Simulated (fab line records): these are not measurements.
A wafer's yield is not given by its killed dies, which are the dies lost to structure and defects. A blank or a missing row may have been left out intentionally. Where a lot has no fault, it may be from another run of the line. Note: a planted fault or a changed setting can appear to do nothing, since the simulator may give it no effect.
fab line records + flow gf180mcu
record:
- lots: 12
- wafers: 36
- last_day: 34
route steps=602 shown STI@5 LVPWELL@56 PSD@261 SAB@264
lots that met no fault: taken from a fault-free run of the same line
start_h: hours from the record's opening day to when the first of the lot's shown wafers began + wait_h: hours from the lot's prior step to this one + " the same as in the row above + L1.1+2: a row that stands for several wafers + - no value, or no start was given + * or withheld: withheld + < > ~ a bound
route shown NAME@n: a module of which the file shows steps, and the number in the route of the first + usual: average and standard deviation across the fault-free wafers + same: alike in all rows + chamber/n: place in a boat + sites: readings site by site + _std_site: the values' standard deviation + _edge_site: mean of outer sites minus mean of inner sites + radius_mm: how far each site lies from the wafer's centre + mask NAME#n: copy n + behind: the tool/chamber that last shaped the wafer + hold: cause of the lot's hold/its duration in hours/its outcome + device: the transistor (n, p or np) that didn't switch + end of line: tests of these same wafers at the route's end + a step given without rows: its recipe and nothing more + killed: dies lost to structure and defects at the first sort, not the wafer's yield + map: per-die view of a wafer (x killed, . not killed, _ where there is no die)
set.NAME: the setting as run; set.NAME@STEP: as run at that earlier step + model.NAME: the simulator's own value behind a step, which no gauge read
the route's steps for a sample of lots (tables are steps, rows are wafers)
services: when a tool's chamber went out of use (start_h, in hours from the record's first day, below 0 if earlier), for how many hours, and the reason
== steps ==
step: GF_STI_THK_MEAS_04
recipe:
- reads: Si3N4_of_STI_CVD_03
usual:
- STI_CVD_03_THK: 207.5/2.5
| lot.wafer | tool          | chamber | start_h | wait_h | STI_CVD_03_THK[nm] |
|-----------|---------------|---------|---------|--------|--------------------|
| L481.2    | film_metro-03 | -       | 16.05   | 0.0    | 209.9              |
| L481.3    | "             | -       | "       | "      | 209.4              |
| L481.5    | "             | -       | "       | "      | 208.8              |
| L482.2    | film_metro-04 | -       | 19.46   | 0.0    | 207.2              |
| L482.4    | "             | -       | "       | "      | 207.1              |
| L482.5    | "             | -       | "       | "      | 208.9              |
| L483.2    | film_metro-04 | -       | 24.90   | 0.0    | 209.2              |
| L483.4    | "             | -       | "       | "      | 209.3              |
| L483.5    | "             | -       | "       | "      | 209.2              |
| L484.1    | film_metro-04 | -       | 29.49   | 0.0    | 209.2              |
| L484.4    | "             | -       | "       | "      | 209.2              |
| L484.6    | "             | -       | "       | "      | 206.8              |
| L485.2    | film_metro-04 | -       | 33.62   | 0.0    | 204.2              |
| L485.3    | "             | -       | "       | "      | 204.7              |
| L485.6    | "             | -       | "       | "      | 205.2              |
| L486.2    | film_metro-04 | -       | 39.56   | 0.0    | 207.5              |
| L486.3    | "             | -       | "       | "      | 207.1              |
| L486.6    | "             | -       | "       | "      | 209.1              |
| L493.1    | film_metro-03 | -       | 74.55   | 0.0    | 200.0              |
| L493.3    | "             | -       | "       | "      | 200.2              |
| L493.4    | "             | -       | "       | "      | 201.8              |
| L495.2    | film_metro-03 | -       | 85.36   | 0.0    | 206.0              |
| L495.3    | "             | -       | "       | "      | 204.6              |
| L495.6    | "             | -       | "       | "      | 204.7              |
| L496.2    | film_metro-04 | -       | 89.67   | 0.0    | 207.2              |
| L496.4    | "             | -       | "       | "      | 207.8              |
| L496.6    | "             | -       | "       | "      | 206.8              |
| L497.2    | film_metro-02 | -       | 93.57   | 0.0    | 208.1              |
| L497.3    | "             | -       | "       | "      | 207.6              |
| L497.4    | "             | -       | "       | "      | 210.4              |
| L498.1    | film_metro-04 | -       | 102.20  | 0.0    | 205.8              |
| L498.2    | "             | -       | "       | "      | 203.7              |
| L498.4    | "             | -       | "       | "      | 203.5              |
| L501.2    | film_metro-04 | -       | 117.18  | 0.0    | 207.4              |
| L501.5    | "             | -       | "       | "      | 209.2              |
| L501.6    | "             | -       | "       | "      | 209.0              |
step: GF_LVPWELL_COAT_02
recipe:
- spin_rpm: 2000
- resist_thk_nm: 3000
usual:
- chill_plate_temp_C: 22.99/0.097
| lot.wafer | tool           | chamber | start_h | wait_h | chill_plate_temp_C |
|-----------|----------------|---------|---------|--------|--------------------|
| L481.2    | litho_track-02 | 0       | 64.53   | 0.1    | 23.19              |
| L481.3    | "              | 0       | "       | "      | 23.07              |
| L481.5    | "              | 0       | "       | "      | 23.03              |
| L482.2    | litho_track-02 | 0       | 68.48   | 0.1    | 22.95              |
| L482.4    | "              | 0       | "       | "      | 22.83              |
| L482.5    | "              | 0       | "       | "      | 23.10              |
| L483.2    | litho_track-02 | 0       | 72.58   | 0.1    | 22.97              |
| L483.4    | "              | 0       | "       | "      | 23.02              |
| L483.5    | "              | 0       | "       | "      | 23.00              |
| L484.1    | litho_track-02 | 0       | 78.41   | 0.1    | 22.91              |
| L484.4    | "              | 0       | "       | "      | 23.02              |
| L484.6    | "              | 0       | "       | "      | 22.88              |
| L485.2    | litho_track-03 | 0       | 83.66   | 0.1    | 23.08              |
| L485.3    | "              | 0       | "       | "      | 23.02              |
| L485.6    | "              | 0       | "       | "      | 23.08              |
| L486.2    | litho_track-03 | 0       | 90.36   | 0.1    | 23.11              |
| L486.3    | "              | 0       | "       | "      | 23.13              |
| L486.6    | "              | 0       | "       | "      | 23.18              |
| L493.1    | litho_track-01 | 0       | 132.22  | 0.1    | 22.97              |
| L493.3    | "              | 0       | "       | "      | 23.00              |
| L493.4    | "              | 0       | "       | "      | 23.06              |
| L495.2    | litho_track-02 | 0       | 144.53  | 0.1    | 23.32              |
| L495.3    | "              | 0       | "       | "      | 23.05              |
| L495.6    | "              | 0       | "       | "      | 23.18              |
| L496.2    | litho_track-01 | 0       | 147.59  | 0.1    | 23.06              |
| L496.4    | "              | 0       | "       | "      | 23.03              |
| L496.6    | "              | 0       | "       | "      | 23.04              |
| L497.2    | litho_track-02 | 0       | 153.73  | 0.1    | 23.09              |
| L497.3    | "              | 0       | "       | "      | 22.90              |
| L497.4    | "              | 0       | "       | "      | 23.03              |
| L498.1    | litho_track-03 | 0       | 165.79  | 0.1    | 23.00              |
| L498.2    | "              | 0       | "       | "      | 23.02              |
| L498.4    | "              | 0       | "       | "      | 22.91              |
| L501.2    | litho_track-03 | 0       | 178.51  | 0.1    | 22.89              |
| L501.5    | "              | 0       | "       | "      | 23.09              |
| L501.6    | "              | 0       | "       | "      | 22.95              |
step: GF_LVPWELL_STRIP_10
recipe:
- chemistry: O2/N2
- power_w: 1400
- pressure_mtorr: 1500
- platen_temp_c: 250
- o2_flow_sccm: 3000
- n2_flow_sccm: 300
- overash_fraction: 0.5
usual:
- drypump_motor_current_A: 5.7/0.45
- heater_power_w: 315/28
- oes_product_au: 0.722/0.0048
- strip_time_to_endpoint_s: 37.01/0.12
| lot.wafer | tool            | chamber | start_h | wait_h | drypump_motor_current_A | heater_power_w | oes_product_au | rf_hours_counter_h | strip_time_to_endpoint_s |
|-----------|-----------------|---------|---------|--------|-------------------------|----------------|----------------|--------------------|--------------------------|
| L481.2    | plasma_asher-01 | 0       | 71.18   | 0.1    | 6.2                     | 305            | 0.722          | 37                 | 37.04                    |
| L481.3    | "               | 0       | "       | "      | 6.1                     | 312            | 0.720          | -                  | 36.88                    |
| L481.5    | "               | 0       | "       | "      | 6.2                     | 300            | 0.730          | -                  | 36.96                    |
| L482.2    | plasma_asher-04 | 0       | 75.54   | 0.1    | 5.2                     | 280            | 0.724          | 29                 | 37.14                    |
| L482.4    | "               | 1       | "       | "      | 5.8                     | 319            | 0.728          | -                  | 37.08                    |
| L482.5    | "               | 0       | "       | "      | 5.2                     | 278            | 0.726          | -                  | 37.13                    |
| L483.2    | plasma_asher-01 | 1       | 80.04   | 0.1    | 5.2                     | 341            | 0.727          | 38                 | 36.95                    |
| L483.4    | "               | 0       | "       | "      | 6.1                     | 299            | 0.724          | -                  | 36.93                    |
| L483.5    | "               | 1       | "       | "      | 5.2                     | 338            | 0.721          | -                  | 36.96                    |
| L484.1    | plasma_asher-01 | 0       | 86.10   | 0.1    | 6.1                     | 308            | 0.725          | 39                 | 36.85                    |
| L484.4    | "               | 0       | "       | "      | 6.2                     | 314            | 0.724          | -                  | 36.88                    |
| L484.6    | "               | 0       | "       | "      | 6.2                     | 315            | 0.724          | -                  | 36.88                    |
| L485.2    | plasma_asher-04 | 0       | 91.37   | 0.1    | 5.2                     | 277            | 0.719          | 31                 | 36.90                    |
| L485.3    | "               | 1       | "       | "      | 5.8                     | 312            | 0.719          | -                  | 36.89                    |
| L485.6    | "               | 1       | "       | "      | 5.8                     | 314            | 0.732          | -                  | 36.92                    |
| L486.2    | plasma_asher-04 | 1       | 98.47   | 0.1    | 5.8                     | 308            | 0.721          | 32                 | 36.81                    |
| L486.3    | "               | 0       | "       | "      | 5.2                     | 278            | 0.718          | -                  | 36.83                    |
| L486.6    | "               | 1       | "       | "      | 5.8                     | 308            | 0.720          | -                  | 36.84                    |
| L493.1    | plasma_asher-02 | 0       | 139.57  | 0.1    | 6.3                     | 371            | 0.726          | 2                  | 37.85                    |
| L493.3    | "               | 1       | "       | "      | 5.4                     | 286            | 0.715          | -                  | 37.87                    |
| L493.4    | "               | 0       | "       | "      | 6.3                     | 372            | 0.716          | -                  | 37.81                    |
| L495.2    | plasma_asher-01 | 0       | 153.07  | 0.1    | 6.2                     | 308            | 0.716          | 47                 | 36.94                    |
| L495.3    | "               | 1       | "       | "      | 5.2                     | 333            | 0.724          | -                  | 36.97                    |
| L495.6    | "               | 0       | "       | "      | 6.2                     | 305            | 0.727          | -                  | 36.93                    |
| L496.2    | plasma_asher-04 | 0       | 155.85  | 0.1    | 5.2                     | 277            | 0.717          | 39                 | 37.62                    |
| L496.4    | "               | 1       | "       | "      | 5.8                     | 322            | 0.715          | -                  | 37.62                    |
| L496.6    | "               | 1       | "       | "      | 5.8                     | 304            | 0.722          | -                  | 37.80                    |
| L497.2    | plasma_asher-04 | 0       | 162.52  | 0.1    | 5.2                     | 285            | 0.723          | 40                 | 36.94                    |
| L497.3    | "               | 1       | "       | "      | 5.8                     | 315            | 0.718          | -                  | 36.95                    |
| L497.4    | "               | 0       | "       | "      | 5.2                     | 276            | 0.720          | -                  | 37.00                    |
| L498.1    | plasma_asher-02 | 1       | 174.90  | 0.1    | 5.4                     | 278            | 0.722          | 4                  | 37.14                    |
| L498.2    | "               | 0       | "       | "      | 6.4                     | 370            | 0.720          | 4                  | 37.01                    |
| L498.4    | "               | 0       | "       | "      | 6.4                     | 366            | 0.723          | -                  | 37.04                    |
| L501.2    | plasma_asher-02 | 1       | 187.69  | 0.1    | 5.4                     | 285            | 0.724          | 5                  | 36.85                    |
| L501.5    | "               | 1       | "       | "      | 5.4                     | 287            | 0.727          | -                  | 36.85                    |
| L501.6    | "               | 0       | "       | "      | 6.3                     | 362            | 0.726          | -                  | 36.82                    |
step: GF_PSD_RTA_13
recipe:
- temp_c: 1025
- time_s: 20
- ambient: N2
usual:
- lamp_power_pct: 31.3/0.77
- wafer_temp_C_max: 1030.0/1.3
| lot.wafer | tool          | chamber | start_h | wait_h | lamp_power_pct | wafer_temp_C_max |
|-----------|---------------|---------|---------|--------|----------------|------------------|
| L481.2    | rtp_anneal-02 | 0       | 318.64  | 0.0    | 31.9           | 1029.9           |
| L481.3    | "             | 0       | "       | "      | 31.8           | 1028.5           |
| L481.5    | "             | 0       | "       | "      | 31.8           | 1029.8           |
| L482.2    | rtp_anneal-01 | 0       | 331.25  | 0.0    | 30.1           | 1030.2           |
| L482.4    | "             | 0       | "       | "      | 30.1           | 1031.5           |
| L482.5    | "             | 0       | "       | "      | 30.1           | 1029.4           |
| L483.2    | rtp_anneal-02 | 0       | 338.60  | 0.0    | 31.8           | 1028.7           |
| L483.4    | "             | 0       | "       | "      | 31.9           | 1029.1           |
| L483.5    | "             | 0       | "       | "      | 31.8           | 1029.4           |
| L484.1    | rtp_anneal-02 | 0       | 343.58  | 0.0    | 31.8           | 1028.8           |
| L484.4    | "             | 0       | "       | "      | 31.9           | 1029.4           |
| L484.6    | "             | 0       | "       | "      | 31.8           | 1029.7           |
| L485.2    | rtp_anneal-02 | 0       | 355.57  | 0.0    | 31.8           | 1030.4           |
| L485.3    | "             | 0       | "       | "      | 31.8           | 1029.4           |
| L485.6    | "             | 0       | "       | "      | 31.8           | 1029.7           |
| L486.2    | rtp_anneal-02 | 0       | 358.61  | 0.0    | 31.8           | 1029.8           |
| L486.3    | "             | 0       | "       | "      | 31.9           | 1029.5           |
| L486.6    | "             | 0       | "       | "      | 31.8           | 1028.8           |
| L493.1    | rtp_anneal-01 | 0       | 436.40  | 0.0    | 30.1           | 1032.3           |
| L493.3    | "             | 0       | "       | "      | 30.2           | 1031.2           |
| L493.4    | "             | 0       | "       | "      | 30.1           | 1029.3           |
| L496.2    | rtp_anneal-01 | 0       | 456.78  | 0.0    | 30.2           | 1030.2           |
| L496.4    | "             | 0       | "       | "      | 30.1           | 1032.0           |
| L496.6    | "             | 0       | "       | "      | 30.1           | 1031.3           |
| L495.2    | rtp_anneal-02 | 0       | 457.94  | 0.0    | 31.8           | 1029.7           |
| L495.3    | "             | 0       | "       | "      | 31.8           | 1029.5           |
| L495.6    | "             | 0       | "       | "      | 31.8           | 1029.0           |
| L497.2    | rtp_anneal-02 | 0       | 462.16  | 0.0    | 31.8           | 1030.0           |
| L497.3    | "             | 0       | "       | "      | 31.8           | 1028.9           |
| L497.4    | "             | 0       | "       | "      | 31.8           | 1029.2           |
| L498.1    | rtp_anneal-02 | 0       | 481.27  | 0.0    | 31.8           | 1029.6           |
| L498.2    | "             | 0       | "       | "      | 31.8           | 1029.4           |
| L498.4    | "             | 0       | "       | "      | 31.8           | 1029.3           |
| L501.2    | rtp_anneal-02 | 0       | 495.46  | 0.0    | 31.8           | 1029.1           |
| L501.5    | "             | 0       | "       | "      | 31.8           | 1030.1           |
| L501.6    | "             | 0       | "       | "      | 31.8           | 1028.4           |
step: GF_SAB_CVD_00
recipe:
- material: SiO2
- target_thk_nm: 50
- precursor: TEOS
- temp_c: 400
- time_s: 4.9302
- rf_w: 600
usual:
- heater_power_w: 683/98
| lot.wafer | tool     | chamber | start_h | wait_h | heater_power_w |
|-----------|----------|---------|---------|--------|----------------|
| L481.2    | pecvd-01 | 2       | 318.95  | 0.1    | 739            |
| L481.3    | "        | 0       | "       | "      | 853            |
| L481.5    | "        | 1       | "       | "      | 485            |
| L482.2    | pecvd-03 | 1       | 331.56  | 0.1    | 628            |
| L482.4    | "        | 1       | "       | "      | 625            |
| L482.5    | "        | 0       | "       | "      | 806            |
| L483.2    | pecvd-04 | 0       | 338.91  | 0.1    | 703            |
| L483.4    | "        | 0       | "       | "      | 679            |
| L483.5    | "        | 2       | "       | "      | 568            |
| L484.1    | pecvd-01 | 1       | 343.90  | 0.1    | 524            |
| L484.4    | "        | 2       | "       | "      | 733            |
| L484.6    | "        | 1       | "       | "      | 515            |
| L485.2    | pecvd-04 | 0       | 355.88  | 0.1    | 696            |
| L485.3    | "        | 1       | "       | "      | 701            |
| L485.6    | "        | 1       | "       | "      | 688            |
| L486.2    | pecvd-04 | 1       | 358.92  | 0.1    | 716            |
| L486.3    | "        | 0       | "       | "      | 702            |
| L486.6    | "        | 1       | "       | "      | 724            |
| L493.1    | pecvd-04 | 2       | 436.73  | 0.1    | 523            |
| L493.3    | "        | 0       | "       | "      | 627            |
| L493.4    | "        | 0       | "       | "      | 620            |
| L496.2    | pecvd-04 | 0       | 457.09  | 0.1    | 595            |
| L496.4    | "        | 0       | "       | "      | 581            |
| L496.6    | "        | 2       | "       | "      | 558            |
| L495.2    | pecvd-01 | 1       | 458.25  | 0.1    | 479            |
| L495.3    | "        | 2       | "       | "      | 719            |
| L495.6    | "        | 1       | "       | "      | 502            |
| L497.2    | pecvd-04 | 2       | 462.47  | 0.1    | 561            |
| L497.3    | "        | 0       | "       | "      | 722            |
| L497.4    | "        | 0       | "       | "      | 708            |
| L498.1    | pecvd-04 | 2       | 481.60  | 0.1    | 498            |
| L498.2    | "        | 0       | "       | "      | 626            |
| L498.4    | "        | 0       | "       | "      | 648            |
| L501.2    | pecvd-01 | 2       | 495.77  | 0.1    | 732            |
| L501.5    | "        | 1       | "       | "      | 558            |
| L501.6    | "        | 2       | "       | "      | 757            |
== services ==
| tool            | chamber | start_h | hours | kind   |
|-----------------|---------|---------|-------|--------|
| plasma_asher-04 | -       | 50.54   | 3.1   | repair |
| plasma_asher-02 | -       | 62.06   | 17.9  | repair |
| plasma_asher-02 | -       | 76.89   | 34.2  | repair |
| pecvd-04        | -       | 84.46   | 2.8   | pm     |
| pecvd-04        | -       | 90.00   | 5.5   | pm     |
| pecvd-01        | -       | 96.10   | 1.2   | repair |
| rtp_anneal-02   | -       | 96.98   | 4.6   | pm     |
| plasma_asher-02 | -       | 111.13  | 9.0   | pm     |
| pecvd-03        | -       | 113.54  | 14.6  | pm     |
| pecvd-03        | -       | 130.42  | 6.0   | pm     |
| plasma_asher-02 | -       | 143.25  | 15.6  | pm     |
| rtp_anneal-01   | -       | 152.26  | 5.6   | pm     |
| pecvd-01        | -       | 179.78  | 1.2   | repair |
| plasma_asher-01 | -       | 185.95  | 8.8   | repair |
| pecvd-04        | -       | 209.29  | 14.6  | pm     |
| plasma_asher-02 | -       | 233.99  | 0.8   | repair |
| pecvd-01        | -       | 238.18  | 2.8   | pm     |
| plasma_asher-04 | -       | 244.23  | 1.1   | repair |
| pecvd-03        | -       | 283.05  | 2.8   | pm     |
| pecvd-04        | -       | 287.79  | 0.6   | repair |
| pecvd-03        | 2       | 292.89  | 7.4   | repair |
| pecvd-01        | -       | 368.88  | 14.0  | pm     |
| plasma_asher-02 | -       | 394.79  | 2.1   | repair |
| pecvd-01        | -       | 494.90  | 0.6   | repair |
== key ==
first_sign:
- step: GF_LVPWELL_STRIP_10
- reading: strip_time_to_endpoint_s
- direction: up
- sigmas: 6
- usual: *
- struck: *
effect none on later readings
met_at GF_LVPWELL_COAT_02
struck_lots L493,L496
tester_left_out L493,L496
not_acting_at GF_STI_THK_MEAS_04,GF_PSD_RTA_13,GF_SAB_CVD_00
fault:
- kind: process_parameter_drift
- tool: litho_track-01
- chamber: -
- onset_h: 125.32
- steps: GF_LVPWELL_COAT_02
- channel: resist_thk_nm
- offset: *
- shape: step
- end_h: 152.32
- acts_in: *
- stated: *
tester_left_out: of these lots the tester's yield and bins aren't shown, on N5 and GAA mostly nor the transistor test; their killed dies are dies lost to structure and defects alone, not to doping, threshold or leakage, so they don't give the yield
